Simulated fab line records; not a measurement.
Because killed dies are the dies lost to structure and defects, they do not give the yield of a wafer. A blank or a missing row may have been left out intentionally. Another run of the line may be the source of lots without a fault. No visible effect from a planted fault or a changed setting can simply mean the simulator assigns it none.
fab line records    flow gf180mcu
record: lots: 15  wafers: 45  last_day: 34
route steps=602 shown DNWELL@39 V2@404 M3@424 V3@444
lots that met no fault: taken from a fault-free run of the same line
start_h: hours from the record's first day to the start of the lot's first wafer shown    wait_h: hours from the lot's prior step to this one    " unchanged from the row above    L1.1+2: a single row standing in for several wafers    - value missing, or start not given    * or withheld: withheld    < > ~ a bound
route shown NAME@n: names a module that has steps shown in the file, with the first one's number in the route    usual: mean and standard deviation over wafers with no fault    same: alike in all rows    chamber/n: place in a boat    sites: the reading at each site    _std_site: the values' standard deviation    _edge_site: outer sites' mean less inner sites'    radius_mm: how far each site lies from the wafer's centre    mask NAME#n: copy n    behind: the tool/chamber that last shaped the wafer    hold: why the lot went on hold/how many hours it stayed there/how the hold came to an end    device: names the non-switching transistor (n, p or np)    end of line: the same wafers' tests at the end of the route    for a step that has no rows: nothing shown but its recipe    killed: dies lost to structure and defects at the first sort, not the wafer's yield    map: a wafer's dies, marking killed ones x, the rest . and places with no die _
set.NAME: the run value of the setting; set.NAME@STEP: its run value at that earlier step    model.NAME: the simulator's own value behind a step, which no gauge read
steps of the route over a sample of lots; a table a step, a row a wafer
services: from which hour (start_h, from the record's first day; less than 0 if before it) a tool's chamber was out of use, for how many hours, and why
== steps ==
step: GF_DNWELL_IMPLANT_07
recipe: species: P  energy_kev: 1500  dose_cm2: 1e+13  tilt_deg: 0
usual: beam_energy_keV: 1499.9/0.44
lot.wafer  tool          chamber  start_h  wait_h  beam_energy_keV
L479.1     implanter-01  0        42.14    -       1499.1
L479.2     "             0        "        "       1499.6
L479.6     "             0        "        "       1499.6
L480.1     implanter-04  0        47.89    -       1500.0
L480.2     "             0        "        "       1500.0
L480.3     "             0        "        "       1500.2
L483.1     implanter-01  0        63.84    -       1500.3
L483.3     "             0        "        "       1500.5
L483.4     "             0        "        "       1500.6
L484.3     implanter-01  0        69.79    -       1499.9
L484.5     "             0        "        "       1499.3
L484.6     "             0        "        "       1499.2
L485.2     implanter-01  0        75.52    -       1499.8
L485.3     "             0        "        "       1499.5
L485.5     "             0        "        "       1499.5
L486.3     implanter-03  0        81.19    -       1499.9
L486.4     "             0        "        "       1500.4
L486.6     "             0        "        "       1500.8
L488.2     implanter-03  0        93.01    -       1499.9
L488.3     "             0        "        "       1499.5
L488.5     "             0        "        "       1500.3
L491.1     implanter-04  0        106.34   -       1500.0
L491.2     "             0        "        "       1499.8
L491.4     "             0        "        "       1499.8
L494.1     implanter-01  0        122.14   -       1575.4
L494.5     "             0        "        "       1575.6
L494.6     "             0        "        "       1575.9
L495.1     implanter-01  0        125.90   -       1575.3
L495.3     "             0        "        "       1575.2
L495.4     "             0        "        "       1575.4
L496.1     implanter-01  0        133.69   -       1575.8
L496.3     "             0        "        "       1576.4
L496.4     "             0        "        "       1576.0
L498.4     implanter-04  0        143.66   -       1500.0
L498.5     "             0        "        "       1499.8
L498.6     "             0        "        "       1500.1
L499.1     implanter-03  0        149.30   -       1500.0
L499.5     "             0        "        "       1500.8
L499.6     "             0        "        "       1500.5
L500.1     implanter-04  0        155.00   -       1499.4
L500.3     "             0        "        "       1499.1
L500.6     "             0        "        "       1499.2
L502.1     implanter-03  0        164.49   -       1499.7
L502.3     "             0        "        "       1499.5
L502.4     "             0        "        "       1499.6
step: GF_V2_SPUTTER_22
recipe: material: TiN  target_thk_nm: 10  chamber_pressure_pa: 5  power_w: 4000  time_s: 40
usual: throttle_valve_pct: 30.0/0.75
lot.wafer  tool            chamber  start_h  wait_h  throttle_valve_pct
L479.1     pvd_sputter-03  -        459.79   0.0     30.7
L479.2     "               -        "        "       29.3
L479.6     "               -        "        "       28.8
L480.1     pvd_sputter-01  -        473.50   0.0     30.1
L480.2     "               -        "        "       30.4
L480.3     "               -        "        "       31.5
L483.1     pvd_sputter-03  -        497.16   0.0     30.8
L483.3     "               -        "        "       29.0
L483.4     "               -        "        "       28.9
L484.3     pvd_sputter-01  -        511.31   0.0     31.5
L484.5     "               -        "        "       29.9
L484.6     "               -        "        "       30.1
L485.2     pvd_sputter-03  -        518.85   0.0     30.5
L485.3     "               -        "        "       29.4
L485.5     "               -        "        "       28.7
L486.3     pvd_sputter-03  -        531.28   0.0     30.6
L486.4     "               -        "        "       28.5
L486.6     "               -        "        "       28.9
L488.2     pvd_sputter-01  -        550.46   0.0     29.5
L488.3     "               -        "        "       31.7
L488.5     "               -        "        "       31.6
L491.1     pvd_sputter-03  -        568.86   0.0     29.6
L491.2     "               -        "        "       28.8
L491.4     "               -        "        "       30.6
L494.1     pvd_sputter-02  -        590.66   0.0     30.9
L494.5     "               -        "        "       29.5
L494.6     "               -        "        "       31.0
L495.1     pvd_sputter-03  -        598.16   0.0     29.4
L495.3     "               -        "        "       28.6
L495.4     "               -        "        "       30.6
L496.1     pvd_sputter-02  -        607.71   0.0     30.7
L496.3     "               -        "        "       30.7
L496.4     "               -        "        "       30.0
L498.4     pvd_sputter-03  -        622.95   0.0     29.5
L498.5     "               -        "        "       29.1
L498.6     "               -        "        "       30.7
L499.1     pvd_sputter-01  -        629.76   0.0     29.2
L499.5     "               -        "        "       31.4
L499.6     "               -        "        "       29.6
L500.1     pvd_sputter-03  -        637.02   0.0     29.2
L500.3     "               -        "        "       28.7
L500.6     "               -        "        "       28.8
L502.1     pvd_sputter-02  -        646.61   0.0     29.6
L502.3     "               -        "        "       29.2
L502.4     "               -        "        "       30.9
step: GF_M3_OVL_MEAS_15
usual: M3_OVL: -4/4.4
lot.wafer  tool        chamber  start_h  wait_h  M3_OVL[nm]
L479.1     overlay-02  -        484.21   0.1     -3
L479.2     "           -        "        "       -3
L479.6     "           -        "        "       -7
L480.1     overlay-02  -        498.56   0.1     -7
L480.2     "           -        "        "       4
L480.3     "           -        "        "       -12
L483.1     overlay-01  -        521.81   0.1     0
L483.3     "           -        "        "       4
L483.4     "           -        "        "       -11
L484.3     overlay-02  -        535.32   0.1     -2
L484.5     "           -        "        "       10
L484.6     "           -        "        "       -10
L485.2     overlay-01  -        542.62   0.1     -1
L485.3     "           -        "        "       1
L485.5     "           -        "        "       -3
L486.3     overlay-01  -        554.72   0.1     -12
L486.4     "           -        "        "       -3
L486.6     "           -        "        "       0
L488.2     overlay-01  -        573.07   0.1     -8
L488.3     "           -        "        "       -5
L488.5     "           -        "        "       -2
L491.1     overlay-02  -        591.50   0.1     -6
L491.2     "           -        "        "       0
L491.4     "           -        "        "       0
L494.1     overlay-01  -        612.90   0.1     -4
L494.5     "           -        "        "       -2
L494.6     "           -        "        "       -6
L495.1     overlay-01  -        619.41   0.1     -5
L495.3     "           -        "        "       8
L495.4     "           -        "        "       0
L496.1     overlay-01  -        628.55   0.1     -6
L496.3     "           -        "        "       -1
L496.4     "           -        "        "       1
L498.4     overlay-01  -        644.39   0.1     -4
L498.5     "           -        "        "       -10
L498.6     "           -        "        "       5
L499.1     overlay-01  -        650.61   0.1     -5
L499.5     "           -        "        "       -5
L499.6     "           -        "        "       -7
L500.1     overlay-02  -        657.81   0.1     -13
L500.3     "           -        "        "       -9
L500.6     "           -        "        "       -11
L502.1     overlay-01  -        666.05   0.1     -16
L502.3     "           -        "        "       -13
L502.4     "           -        "        "       -13
step: GF_V3_OVL_MEAS_15
usual: V3_OVL: -2/5.5
lot.wafer  tool        chamber  start_h  wait_h  V3_OVL[nm]
L479.1     overlay-01  -        509.60   0.1     2
L479.2     "           -        "        "       1
L479.6     "           -        "        "       -3
L480.1     overlay-01  -        522.95   0.1     6
L480.2     "           -        "        "       -6
L480.3     "           -        "        "       4
L483.1     overlay-02  -        546.25   0.1     -6
L483.3     "           -        "        "       0
L483.4     "           -        "        "       0
L484.3     overlay-01  -        559.21   0.1     2
L484.5     "           -        "        "       5
L484.6     "           -        "        "       2
L485.2     overlay-01  -        566.66   0.1     4
L485.3     "           -        "        "       1
L485.5     "           -        "        "       3
L486.3     overlay-02  -        577.86   0.1     3
L486.4     "           -        "        "       8
L486.6     "           -        "        "       6
L488.2     overlay-01  -        595.76   0.1     1
L488.3     "           -        "        "       -9
L488.5     "           -        "        "       -5
L491.1     overlay-02  -        613.60   0.1     -3
L491.2     "           -        "        "       -6
L491.4     "           -        "        "       -8
L494.1     overlay-01  -        635.05   0.1     -4
L494.5     "           -        "        "       -9
L494.6     "           -        "        "       3
L495.1     overlay-01  -        641.25   0.1     3
L495.3     "           -        "        "       -1
L495.4     "           -        "        "       0
L496.1     overlay-01  -        649.85   0.1     3
L496.3     "           -        "        "       4
L496.4     "           -        "        "       0
L498.4     overlay-01  -        665.02   0.1     5
L498.5     "           -        "        "       -3
L498.6     "           -        "        "       6
L499.1     overlay-01  -        671.70   0.1     -3
L499.5     "           -        "        "       -6
L499.6     "           -        "        "       -5
L500.1     overlay-02  -        678.50   0.1     -8
L500.3     "           -        "        "       -3
L500.6     "           -        "        "       -12
L502.1     overlay-01  -        686.00   0.1     -5
L502.3     "           -        "        "       -3
L502.4     "           -        "        "       -6
== services ==
tool            chamber  start_h  hours  kind
implanter-04    -        22.01    1.1    repair
implanter-01    -        60.58    1.1    repair
pvd_sputter-01  -        67.18    17.0   repair
implanter-01    -        96.74    1.6    repair
pvd_sputter-03  -        97.19    1.1    repair
implanter-01    -        130.24   3.3    repair
implanter-01    -        138.14   1.9    pm
implanter-04    -        247.54   5.3    pm
pvd_sputter-01  -        257.74   1.9    repair
implanter-01    -        293.24   2.9    repair
implanter-04    -        296.76   19.1   pm
implanter-04    -        326.38   4.4    repair
implanter-01    -        362.21   2.4    repair
implanter-03    -        363.59   1.6    repair
implanter-03    -        376.63   4.1    pm
implanter-03    -        382.96   1.6    repair
pvd_sputter-01  -        400.45   1.4    repair
pvd_sputter-01  -        412.27   0.6    repair
implanter-01    -        418.83   4.6    pm
implanter-01    -        509.15   0.7    repair
pvd_sputter-03  -        509.71   2.5    repair
implanter-01    -        511.24   10.0   repair
implanter-01    -        532.19   8.0    pm
pvd_sputter-03  -        587.65   2.4    repair
== key ==
first_sign: step: GF_DNWELL_IMPLANT_07  reading: beam_energy_keV  direction: up  sigmas: 99+  usual: 1499.9  struck: 1575.7
effect none on later readings
met_at GF_DNWELL_IMPLANT_07
struck_lots L494,L495,L496
tester_left_out L494,L495,L496
not_acting_at GF_V2_SPUTTER_22,GF_M3_OVL_MEAS_15,GF_V3_OVL_MEAS_15
onset_between 75.52 122.14
fault: kind: process_parameter_drift  tool: implanter-01  chamber: -  onset_h: 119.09  steps: GF_DNWELL_IMPLANT_07  channel: energy_kev  offset: 75.214  shape: step  end_h: 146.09  acts_in: these_recipes_only  stated: 1500
tester_left_out: of these lots the tester's yield and bins aren't shown, on N5 and GAA mostly nor the transistor test; their killed dies are dies lost to structure and defects alone, not to doping, threshold or leakage, so they don't give the yield
